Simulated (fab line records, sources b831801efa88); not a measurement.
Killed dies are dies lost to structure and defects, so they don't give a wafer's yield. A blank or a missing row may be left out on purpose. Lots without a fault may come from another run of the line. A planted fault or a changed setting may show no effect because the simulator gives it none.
Chamber matching | flow sky130 | SKY_VIA2_ETCH_14 on rie_diel-04: 3 sister chambers
The step etches BARC in N2/H2, stops on SiO2, time 45.9 s, target depth 60 nm. 3 wafers are shown with their chamber, then 6 later ones without.

WAFERS WITH THEIR CHAMBER
wafer  | chamber | h2_flow_sccm (sccm)
L085.1 | 3       | 200.1
L094.3 | 2       | 199.9
L094.4 | 1       | 200.3

WAFERS WITHOUT THEIR CHAMBER
wafer  | h2_flow_sccm (sccm)
L094.6 | 200.2
L096.2 | 198.7
L096.3 | 199.6
L097.3 | 199.4
L097.5 | 200.0
L097.6 | 200.3

WHICH CHAMBER EACH WENT THROUGH
wafer  | from the rows above          | in truth
L094.6 | can't be placed: 3 or 1 or 2 | 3
L096.2 | can't be placed: 2 or 3 or 1 | 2
L096.3 | can't be placed: 2 or 3 or 1 | 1
L097.3 | can't be placed: 2 or 3 or 1 | 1
L097.5 | can't be placed: 2 or 3 or 1 | 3
L097.6 | can't be placed: 1 or 3 or 2 | 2
Placed correctly: 0 of 6. Can't be placed from these rows: 6 (the true chamber is among the candidates in 6). Placed wrongly: 0.
How it was worked out, from the rows above alone: a wafer's distance from a chamber is the root of the sum, over the readings, of the square of ((its reading less the chamber's mean) divided by the reading's scatter). The wafer belongs to the nearest chamber; if the next one is less than 2 further off, it can't be placed. A chamber's mean is the mean of its shown wafers. The scatter: with one shown wafer a chamber, the root of the mean of the squares of how far each hidden wafer lies from its nearest shown one.
